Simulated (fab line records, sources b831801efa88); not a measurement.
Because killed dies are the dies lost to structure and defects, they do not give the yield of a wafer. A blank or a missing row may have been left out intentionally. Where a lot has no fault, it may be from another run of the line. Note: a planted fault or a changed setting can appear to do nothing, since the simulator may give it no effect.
fab line records | flow sky130
record lots=10 | wafers=30 | last_day=50
route steps=708 shown METAL3@564 METAL4@601 CAP2M@604
lots that met no fault: taken from a fault-free run of the same line
start_h: hours from the record's first day to the start of the lot's first wafer shown | wait_h: how many hours have passed since the lot's step before this one | " same as the row above | L1.1+2: a single row standing in for several wafers | - value missing, or start not given | * or withheld: withheld | < > ~ a bound
route shown NAME@n: names a module that has steps shown in the file, with the first one's number in the route | usual: the fault-free wafers' mean and standard deviation | same: alike in all rows | chamber/n: place in a boat | sites: per-site readings | _std_site: their standard deviation | _edge_site: outer sites' mean less inner sites' | radius_mm: for every site, how far away it sits from the centre of the wafer | mask NAME#n: copy n | behind: the last tool/chamber to shape the wafer | hold: cause of the lot's hold/its duration in hours/its outcome | device: names the non-switching transistor (n, p or np) | end of line: the tests these same wafers got at the end of their route | for a step that has no rows: nothing shown but its recipe | killed: dies that structure and defects cost at the first sort, which is not the same as the wafer's yield | map: dies across one wafer; x = killed, . = not, _ = none there
set.NAME: the setting as run; set.NAME@STEP: as run at that earlier step | model.NAME: the simulator's own value behind a step, which no gauge read
the route's steps for a sample of lots (tables are steps, rows are wafers)
services: when a tool's chamber went out of use (start_h, in hours from the record's first day, below 0 if earlier), for how many hours, and the reason
## steps
# step SKY_METAL3_OVL_MEAS_14
# usual METAL3_OVL=-2/4.9
lot.wafer | tool       | chamber | start_h | wait_h | METAL3_OVL[nm]
L646.4    | overlay-02 | -       | 925.27  | 0.1    | 8
L646.5    | "          | -       | "       | "      | 0
L646.6    | "          | -       | "       | "      | 1
L647.1    | overlay-01 | -       | 926.78  | 0.1    | 3
L647.2    | "          | -       | "       | "      | -3
L647.4    | "          | -       | "       | "      | -10
L648.1    | overlay-02 | -       | 943.83  | 0.1    | -8
L648.3    | "          | -       | "       | "      | -5
L648.6    | "          | -       | "       | "      | -2
L650.1    | overlay-01 | -       | 960.05  | 0.1    | 0
L650.3    | "          | -       | "       | "      | 2
L650.4    | "          | -       | "       | "      | 8
L651.1    | overlay-02 | -       | 960.33  | 0.1    | -3
L651.2    | "          | -       | "       | "      | -5
L651.3    | "          | -       | "       | "      | -2
L652.1    | overlay-01 | -       | 965.65  | 0.1    | 5
L652.2    | "          | -       | "       | "      | -5
L652.4    | "          | -       | "       | "      | 1
L655.1    | overlay-02 | -       | 996.80  | 0.1    | -4
L655.2    | "          | -       | "       | "      | 4
L655.4    | "          | -       | "       | "      | 6
L658.1    | overlay-01 | -       | 1016.83 | 0.1    | -7
L658.2    | "          | -       | "       | "      | -13
L658.4    | "          | -       | "       | "      | -7
L662.1    | overlay-02 | -       | 1036.68 | 0.1    | 1
L662.2    | "          | -       | "       | "      | -2
L662.5    | "          | -       | "       | "      | -3
L666.2    | overlay-02 | -       | 1065.19 | 0.1    | -2
L666.4    | "          | -       | "       | "      | 1
L666.5    | "          | -       | "       | "      | 0
# step SKY_METAL4_SPUTTER_03
# recipe material=Ti | target_thk_nm=5 | power_w=3000 | time_s=3.3 | chamber_pressure_pa=0.4
# usual cathode_dc_power_W=3000.0/0.6 | throttle_valve_pct=30.2/1.1
lot.wafer | tool           | chamber | start_h | wait_h | cathode_dc_power_W | throttle_valve_pct
L646.4    | pvd_sputter-04 | -       | 953.52  | 0.0    | 2999.7             | 29.7
L646.5    | "              | -       | "       | "      | 3000.3             | 28.6
L646.6    | "              | -       | "       | "      | 3000.1             | 31.6
L647.1    | pvd_sputter-04 | -       | 955.01  | 0.0    | 2999.8             | 28.4
L647.2    | "              | -       | "       | "      | 3000.2             | 29.9
L647.4    | "              | -       | "       | "      | 2999.4             | 28.5
L648.1    | pvd_sputter-04 | -       | 972.26  | 0.0    | 3000.7             | 30.3
L648.3    | "              | -       | "       | "      | 3000.0             | 31.3
L648.6    | "              | -       | "       | "      | 3000.0             | 30.1
L650.1    | pvd_sputter-04 | -       | 988.83  | 0.0    | 3000.4             | 28.5
L650.3    | "              | -       | "       | "      | 3000.6             | 31.5
L650.4    | "              | -       | "       | "      | 2999.6             | 30.2
L651.1    | pvd_sputter-02 | -       | 989.43  | 0.0    | 2999.9             | 29.4
L651.2    | "              | -       | "       | "      | 2999.8             | 31.9
L651.3    | "              | -       | "       | "      | 3000.9             | 30.9
L652.1    | pvd_sputter-02 | -       | 994.59  | 0.0    | 3000.3             | 31.8
L652.2    | "              | -       | "       | "      | 3000.4             | 30.8
L652.4    | "              | -       | "       | "      | 3000.8             | 29.5
L655.1    | pvd_sputter-02 | -       | 1023.37 | 0.0    | 3000.4             | 30.8
L655.2    | "              | -       | "       | "      | 3000.1             | 28.3
L655.4    | "              | -       | "       | "      | 3000.6             | 29.7
L658.1    | pvd_sputter-02 | -       | 1042.37 | 0.0    | 3000.1             | 29.5
L658.2    | "              | -       | "       | "      | 3000.4             | 32.2
L658.4    | "              | -       | "       | "      | 3001.0             | 28.6
L662.1    | pvd_sputter-03 | -       | 1062.18 | 0.0    | 3000.4             | 30.6
L662.2    | "              | -       | "       | "      | 3000.1             | 30.2
L662.5    | "              | -       | "       | "      | 3000.5             | 30.1
L666.2    | pvd_sputter-02 | -       | 1089.35 | 0.0    | 2999.7             | 30.6
L666.4    | "              | -       | "       | "      | 2999.4             | 29.3
L666.5    | "              | -       | "       | "      | 2999.6             | 28.5
# step SKY_CAP2M_THK_MEAS_01
# recipe reads=SiO2_of_CAP2M_CVD_00
# usual CAP2M_CVD_00_THK=15.53/0.23
lot.wafer | tool          | chamber | start_h | wait_h | CAP2M_CVD_00_THK[nm]
L646.4    | film_metro-04 | -       | 953.63  | -      | 15.31
L646.5    | "             | -       | "       | "      | 15.73
L646.6    | "             | -       | "       | "      | 15.72
L647.1    | film_metro-03 | -       | 955.10  | -      | 15.13
L647.2    | "             | -       | "       | "      | 15.76
L647.4    | "             | -       | "       | "      | 15.44
L648.1    | film_metro-03 | -       | 972.36  | -      | 15.16
L648.3    | "             | -       | "       | "      | 15.50
L648.6    | "             | -       | "       | "      | 15.46
L650.1    | film_metro-04 | -       | 988.92  | -      | 15.39
L650.3    | "             | -       | "       | "      | 15.43
L650.4    | "             | -       | "       | "      | 15.40
L651.1    | film_metro-04 | -       | 989.52  | -      | 15.35
L651.2    | "             | -       | "       | "      | 15.58
L651.3    | "             | -       | "       | "      | 15.65
L652.1    | film_metro-03 | -       | 994.68  | -      | 15.44
L652.2    | "             | -       | "       | "      | 15.68
L652.4    | "             | -       | "       | "      | 16.02
L655.1    | film_metro-03 | -       | 1023.46 | -      | 15.45
L655.2    | "             | -       | "       | "      | 15.58
L655.4    | "             | -       | "       | "      | 15.70
L658.1    | film_metro-04 | -       | 1042.46 | -      | 15.49
L658.2    | "             | -       | "       | "      | 15.54
L658.4    | "             | -       | "       | "      | 15.60
L662.1    | film_metro-03 | -       | 1062.27 | -      | 15.32
L662.2    | "             | -       | "       | "      | 15.24
L662.5    | "             | -       | "       | "      | 15.23
L666.2    | film_metro-01 | -       | 1089.45 | -      | 15.05
L666.4    | "             | -       | "       | "      | 15.27
L666.5    | "             | -       | "       | "      | 15.41
# step SKY_CAP2M_SPUTTER_02
# recipe material=TiN | target_thk_nm=200 | temp_c=300 | power_w=6500 | time_s=166.7 | chamber_pressure_pa=0.4
# usual cathode_dc_power_W=6500.0/1.2 | throttle_valve_pct=30.4/0.77
lot.wafer | tool           | chamber | start_h | wait_h | cathode_dc_power_W | throttle_valve_pct
L646.4    | pvd_sputter-01 | -       | 953.71  | 0.1    | 6499.3             | 31.7
L646.5    | "              | -       | "       | "      | 6499.6             | 29.2
L646.6    | "              | -       | "       | "      | 6501.2             | 30.6
L647.1    | pvd_sputter-01 | -       | 955.16  | 0.1    | 6498.1             | 30.4
L647.2    | "              | -       | "       | "      | 6500.6             | 29.4
L647.4    | "              | -       | "       | "      | 6499.3             | 29.7
L648.1    | pvd_sputter-03 | -       | 972.42  | 0.1    | 6501.2             | 29.9
L648.3    | "              | -       | "       | "      | 6498.9             | 30.4
L648.6    | "              | -       | "       | "      | 6502.1             | 30.6
L650.1    | pvd_sputter-01 | -       | 988.98  | 0.1    | 6500.7             | 31.5
L650.3    | "              | -       | "       | "      | 6500.3             | 30.5
L650.4    | "              | -       | "       | "      | 6500.9             | 29.2
L651.1    | pvd_sputter-03 | -       | 989.58  | 0.1    | 6499.4             | 30.3
L651.2    | "              | -       | "       | "      | 6499.5             | 30.4
L651.3    | "              | -       | "       | "      | 6500.6             | 30.5
L652.1    | pvd_sputter-03 | -       | 994.74  | 0.1    | 6500.7             | 30.5
L652.2    | "              | -       | "       | "      | 6497.8             | 30.7
L652.4    | "              | -       | "       | "      | 6499.7             | 30.5
L655.1    | pvd_sputter-01 | -       | 1023.52 | 0.1    | 6500.9             | 30.2
L655.2    | "              | -       | "       | "      | 6500.1             | 31.7
L655.4    | "              | -       | "       | "      | 6500.7             | 29.3
L658.1    | pvd_sputter-04 | -       | 1042.52 | 0.1    | 6501.5             | 28.6
L658.2    | "              | -       | "       | "      | 6497.3             | 30.3
L658.4    | "              | -       | "       | "      | 6501.4             | 30.1
L662.1    | pvd_sputter-01 | -       | 1062.33 | 0.1    | 6502.5             | 29.2
L662.2    | "              | -       | "       | "      | 6499.8             | 30.6
L662.5    | "              | -       | "       | "      | 5102.2             | 31.1
L666.2    | pvd_sputter-03 | -       | 1089.50 | 0.0    | 6501.0             | 30.8
L666.4    | "              | -       | "       | "      | 6500.4             | 30.8
L666.5    | "              | -       | "       | "      | 6498.5             | 30.2
# step SKY_CAP2M_RS_MEAS_03
# recipe thk_meas_gauge=four-point-probe | reads=TiN_of_CAP2M_SPUTTER_02
# usual CAP2M_TIN_RS=6.89/0.099
lot.wafer | tool          | chamber | start_h | wait_h | CAP2M_TIN_RS[ohm/sq]
L646.4    | film_metro-01 | -       | 953.82  | 0.1    | 6.89
L646.5    | "             | -       | "       | "      | 6.75
L646.6    | "             | -       | "       | "      | 6.90
L647.1    | film_metro-04 | -       | 955.27  | 0.1    | 6.94
L647.2    | "             | -       | "       | "      | 6.84
L647.4    | "             | -       | "       | "      | 6.83
L648.1    | film_metro-01 | -       | 972.53  | 0.1    | 6.98
L648.3    | "             | -       | "       | "      | 6.87
L648.6    | "             | -       | "       | "      | 6.86
L650.1    | film_metro-01 | -       | 989.09  | 0.1    | 6.78
L650.3    | "             | -       | "       | "      | 6.86
L650.4    | "             | -       | "       | "      | 6.72
L651.1    | film_metro-01 | -       | 989.69  | 0.1    | 6.88
L651.2    | "             | -       | "       | "      | 6.81
L651.3    | "             | -       | "       | "      | 6.80
L652.1    | film_metro-03 | -       | 994.88  | 0.1    | 6.84
L652.2    | "             | -       | "       | "      | 6.82
L652.4    | "             | -       | "       | "      | 6.82
L655.1    | film_metro-04 | -       | 1023.63 | 0.1    | 7.10
L655.2    | "             | -       | "       | "      | 6.87
L655.4    | "             | -       | "       | "      | 6.88
L658.1    | film_metro-03 | -       | 1042.63 | 0.1    | 6.79
L658.2    | "             | -       | "       | "      | 6.84
L658.4    | "             | -       | "       | "      | 6.90
L662.1    | film_metro-01 | -       | 1062.44 | 0.1    | 6.78
L662.2    | "             | -       | "       | "      | 6.91
L662.5    | "             | -       | "       | "      | 8.45
L666.2    | film_metro-01 | -       | 1089.62 | 0.1    | 6.87
L666.4    | "             | -       | "       | "      | 6.90
L666.5    | "             | -       | "       | "      | 6.92
# step SKY_CAP2M_THK_MEAS_04
# recipe thk_meas_gauge=xrf | reads=TiN_of_CAP2M_SPUTTER_02
# usual CAP2M_TIN_THK=197/3
lot.wafer | tool          | chamber | start_h | wait_h | CAP2M_TIN_THK[nm]
L646.4    | film_metro-01 | -       | 953.91  | 0.1    | 195
L646.5    | "             | -       | "       | "      | 199
L646.6    | "             | -       | "       | "      | 195
L647.1    | film_metro-04 | -       | 955.39  | 0.1    | 197
L647.2    | "             | -       | "       | "      | 201
L647.4    | "             | -       | "       | "      | 201
L648.1    | film_metro-01 | -       | 972.65  | 0.1    | 192
L648.3    | "             | -       | "       | "      | 196
L648.6    | "             | -       | "       | "      | 196
L650.1    | film_metro-01 | -       | 989.21  | 0.1    | 199
L650.3    | "             | -       | "       | "      | 197
L650.4    | "             | -       | "       | "      | 200
L651.1    | film_metro-01 | -       | 989.81  | 0.1    | 196
L651.2    | "             | -       | "       | "      | 198
L651.3    | "             | -       | "       | "      | 198
L652.1    | film_metro-03 | -       | 995.00  | 0.1    | 198
L652.2    | "             | -       | "       | "      | 199
L652.4    | "             | -       | "       | "      | 199
L655.1    | film_metro-04 | -       | 1023.75 | 0.1    | 193
L655.2    | "             | -       | "       | "      | 198
L655.4    | "             | -       | "       | "      | 199
L658.1    | film_metro-03 | -       | 1042.75 | 0.1    | 199
L658.2    | "             | -       | "       | "      | 198
L658.4    | "             | -       | "       | "      | 197
L662.1    | film_metro-01 | -       | 1062.56 | 0.1    | 198
L662.2    | "             | -       | "       | "      | 196
L662.5    | "             | -       | "       | "      | 162
L666.2    | film_metro-01 | -       | 1089.73 | 0.1    | 195
L666.4    | "             | -       | "       | "      | 194
L666.5    | "             | -       | "       | "      | 195
# step SKY_CAP2M_METAL_ETCH_13
# recipe target_depth_nm=220 | stop_on=SiO2 | chemistry=Cl2/BCl3 | target=TiN | pressure_mtorr=10 | icp_w=900 | bias_w=48.5 | Cl2_flow_sccm=60 | bcl3_flow_sccm=30 | time_s=62.9
# usual drypump_motor_current_A=5.7/0.48 | oes_product_au=0.943/0.0092 | throttle_valve_pct=21.900/0.01
lot.wafer | tool         | chamber | start_h | wait_h | drypump_motor_current_A | oes_product_au | rf_hours_counter_h | throttle_valve_pct
L646.4    | rie_metal-01 | 1       | 976.40  | 0.0    | 5.4                     | 0.943          | -                  | 21.895
L646.5    | "            | 1       | "       | "      | 5.4                     | 0.952          | -                  | 21.887
L646.6    | "            | 0       | "       | "      | 6.0                     | 0.944          | -                  | 21.902
L647.1    | rie_metal-01 | 1       | 978.98  | 0.0    | 5.4                     | 0.938          | 8                  | 21.911
L647.2    | "            | 0       | "       | "      | 6.0                     | 0.950          | 1                  | 21.881
L647.4    | "            | 1       | "       | "      | 5.4                     | 0.945          | -                  | 21.910
L648.1    | rie_metal-01 | 1       | 996.57  | 0.0    | 5.4                     | 0.929          | 9                  | 21.911
L648.3    | "            | 0       | "       | "      | 6.0                     | 0.943          | -                  | 21.912
L648.6    | "            | 1       | "       | "      | 5.4                     | 0.948          | -                  | 21.919
L650.1    | rie_metal-01 | 0       | 1011.90 | 0.0    | 6.0                     | 0.959          | 3                  | 21.887
L650.3    | "            | 0       | "       | "      | 6.0                     | 0.941          | -                  | 21.898
L650.4    | "            | 1       | "       | "      | 5.4                     | 0.960          | -                  | 21.898
L651.1    | rie_metal-03 | 1       | 1012.53 | 0.0    | 5.7                     | 0.953          | 12                 | 21.909
L651.2    | "            | 0       | "       | "      | 6.4                     | 0.947          | 12                 | 21.906
L651.3    | "            | 1       | "       | "      | 5.7                     | 0.960          | -                  | 21.906
L652.1    | rie_metal-03 | 1       | 1018.08 | 0.0    | 5.7                     | 0.947          | 12                 | 21.888
L652.2    | "            | 0       | "       | "      | 6.5                     | 0.952          | 13                 | 21.896
L652.4    | "            | 0       | "       | "      | 6.4                     | 0.950          | -                  | 21.896
L655.1    | rie_metal-01 | 1       | 1045.18 | 0.0    | 5.4                     | 0.927          | 13                 | 21.918
L655.2    | "            | 0       | "       | "      | 6.0                     | 0.943          | 4                  | 21.897
L655.4    | "            | 0       | "       | "      | 6.0                     | 0.946          | -                  | 21.898
L658.1    | rie_metal-03 | 0       | 1064.83 | 0.0    | 6.4                     | 0.950          | 16                 | 21.892
L658.2    | "            | 1       | "       | "      | 5.8                     | 0.948          | 15                 | 21.909
L658.4    | "            | 1       | "       | "      | 5.8                     | 0.941          | -                  | 21.897
L662.1    | rie_metal-03 | 0       | 1084.18 | 0.0    | 6.4                     | 0.951          | 17                 | 21.887
L662.2    | "            | 1       | "       | "      | 5.7                     | 0.944          | 17                 | 21.890
L662.5    | "            | 1       | "       | "      | 5.8                     | 0.842          | -                  | 21.945
L666.2    | rie_metal-02 | 1       | 1109.72 | 0.0    | 5.3                     | 0.950          | 15                 | 21.904
L666.4    | "            | 0       | "       | "      | 5.2                     | 0.942          | -                  | 21.896
L666.5    | "            | 1       | "       | "      | 5.2                     | 0.941          | -                  | 21.908
## services
tool           | chamber | start_h | hours | kind
rie_metal-01   | 0       | 936.92  | -     | clean
rie_metal-01   | 0       | 936.92  | 18.3  | scheduled_down
rie_metal-01   | 0       | 936.92  | 18.3  | vent_cycle
pvd_sputter-01 | 3       | 944.23  | -     | consumable_replace:kit
pvd_sputter-01 | 3       | 944.23  | 18.0  | scheduled_down
pvd_sputter-01 | 3       | 944.23  | 18.0  | vent_cycle
pvd_sputter-04 | 0       | 947.51  | -     | consumable_replace:kit
pvd_sputter-04 | 0       | 947.51  | 18.0  | scheduled_down
pvd_sputter-04 | 0       | 947.51  | 18.0  | vent_cycle
pvd_sputter-03 | 1       | 971.85  | -     | consumable_replace:kit
pvd_sputter-03 | 1       | 971.85  | 18.0  | scheduled_down
pvd_sputter-03 | 1       | 971.85  | 18.0  | vent_cycle
rie_metal-01   | -       | 981.74  | 4.0   | pm
pvd_sputter-03 | -       | 995.29  | 4.5   | repair
rie_metal-01   | 0       | 1012.35 | 20.0  | repair
pvd_sputter-04 | 3       | 1021.66 | -     | consumable_replace:kit
pvd_sputter-04 | 3       | 1021.66 | 18.0  | scheduled_down
pvd_sputter-04 | 3       | 1021.66 | 18.0  | vent_cycle
pvd_sputter-03 | -       | 1034.45 | 5.0   | repair
rie_metal-03   | -       | 1085.98 | 0.7   | repair
pvd_sputter-01 | 2       | 1088.72 | -     | consumable_replace:kit
pvd_sputter-01 | 2       | 1088.72 | 18.0  | scheduled_down
pvd_sputter-01 | 2       | 1088.72 | 18.0  | vent_cycle
rie_metal-03   | 1       | 1103.46 | 8.5   | repair
## key
first_sign step=SKY_CAP2M_SPUTTER_02 | reading=cathode_dc_power_W | direction=down | sigmas=99+ | usual=6500.0 | struck=5102.2
effect step=SKY_CAP2M_RS_MEAS_03 | reading=CAP2M_TIN_RS | direction=up | sigmas=16 | usual=6.89 | struck=8.45
effect step=SKY_CAP2M_THK_MEAS_04 | reading=CAP2M_TIN_THK | direction=down | sigmas=12 | usual=197 | struck=162
effect step=SKY_CAP2M_METAL_ETCH_13 | reading=oes_product_au | direction=down | sigmas=11 | usual=0.943 | struck=0.842
met_at SKY_CAP2M_SPUTTER_02
struck_lots L662
struck_wafers L662.5
not_acting_at SKY_METAL3_OVL_MEAS_14,SKY_METAL4_SPUTTER_03,SKY_CAP2M_THK_MEAS_01
onset_between 1023.52 1062.33
fault kind=process_parameter_drift | tool=pvd_sputter-01 | chamber=- | onset_h=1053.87 | steps=SKY_CAP2M_SPUTTER_02 | channel=power_w | offset=* | shape=step | end_h=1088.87 | acts_in=* | stated=* | scope=struck_wafers_only
